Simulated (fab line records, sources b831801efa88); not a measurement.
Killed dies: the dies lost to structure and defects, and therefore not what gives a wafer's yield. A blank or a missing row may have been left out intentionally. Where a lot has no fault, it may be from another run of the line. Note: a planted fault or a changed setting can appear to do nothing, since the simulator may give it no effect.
A lot that was struck, set against a sound lot + flow gf180mcu + 14 out of 602 route steps
Sound: the wafers L433.2, L433.5, L433.6. Wafers L438.1, L438.3, L438.4 were the ones struck. The cause is named last.
Order at every step that has rows: each side's tool, ch and its chambers, its first start. Under that, the readings that differ: sound wafers + struck wafers + difference of the means + sigmas: that difference in standard deviations of wafers without a fault.
alike: readings whose means differ by less than 2 such deviations, and words and numbers that are the same on both sides. not compared: withheld readings, readings that some wafer has no value for, bounds like >300 that may hide the same value, and numbers for which the record gives no deviation and whose values overlap.
The two part at a step that has a row with sigmas, a row that says differs or no value, or rows on one side only. When numbers do not overlap yet have no deviation, they are printed without sigmas and do not part them. Lack of a reading on every wafer of one side parts them only where that side has two or more wafers.

first, 1 step without rows for these wafers: GF_CONTACT_CVD_00 (deposits SiO2, target thk 300 nm, time 50 s).
GF_CONTACT_THK_MEAS_01:
  struck on film metro-03, day 17 01:19; sound on film metro-01, day 15 00:41
  alike: CONTACT_CVD_00_THK
GF_CONTACT_CVD_02: deposits SiO2 from TEOS, target thk 860 nm, time 95.992 s.
  sound on pecvd-03 ch 0,1,2, day 15 00:44; struck on pecvd-01 ch 0,1,2, day 17 01:23
  alike: heater power w
GF_CONTACT_THK_MEAS_03:
  struck on film metro-02, day 17 01:27; sound on film metro-02, day 15 00:49
  alike: CONTACT_CVD_02_THK
GF_CONTACT_CMP_04: polishes SiO2.
  sound on cmp-01 ch 1,2,3, day 15 01:01; struck on cmp-02 ch 0,1,3, day 17 01:31
  alike: motor current A, retaining ring pressure frac, time to endpoint s
GF_CONTACT_BOW_MEAS_05:
  struck on film metro-01, day 17 01:49; sound on film metro-01, day 15 01:11
  alike: CONTACT_BOW
then, 6 steps without rows for these wafers: GF_CONTACT_DEHYDRATE_06 (time 60 s); GF_CONTACT_HMDS_07 (prime time 60 s); GF_CONTACT_COAT_08; GF_CONTACT_COAT_09 (resist thk 1000 nm); GF_CONTACT_SOFTBAKE_10 (time 60 s); GF_CONTACT_EXPOSE_11 (exposes mask Contact, target cd 220 nm).
GF_CONTACT_PEB_12: peb time 90 s.
  sound on litho track-03 ch 0, day 15 21:33; struck on litho track-03, day 18 00:40
  no value came back on the struck wafers for chill plate temp C (C), exhaust pa (Pa); on the sound wafers chill plate temp C (C) reads 23.09 22.90 22.96
then, 1 step without rows for these wafers: GF_CONTACT_DEVELOP_13 (develop time 60 s).

== WHERE THEY PART ==
GF_CONTACT_PEB_12 only, going by this record.

WHY: what had been put in by the simulator
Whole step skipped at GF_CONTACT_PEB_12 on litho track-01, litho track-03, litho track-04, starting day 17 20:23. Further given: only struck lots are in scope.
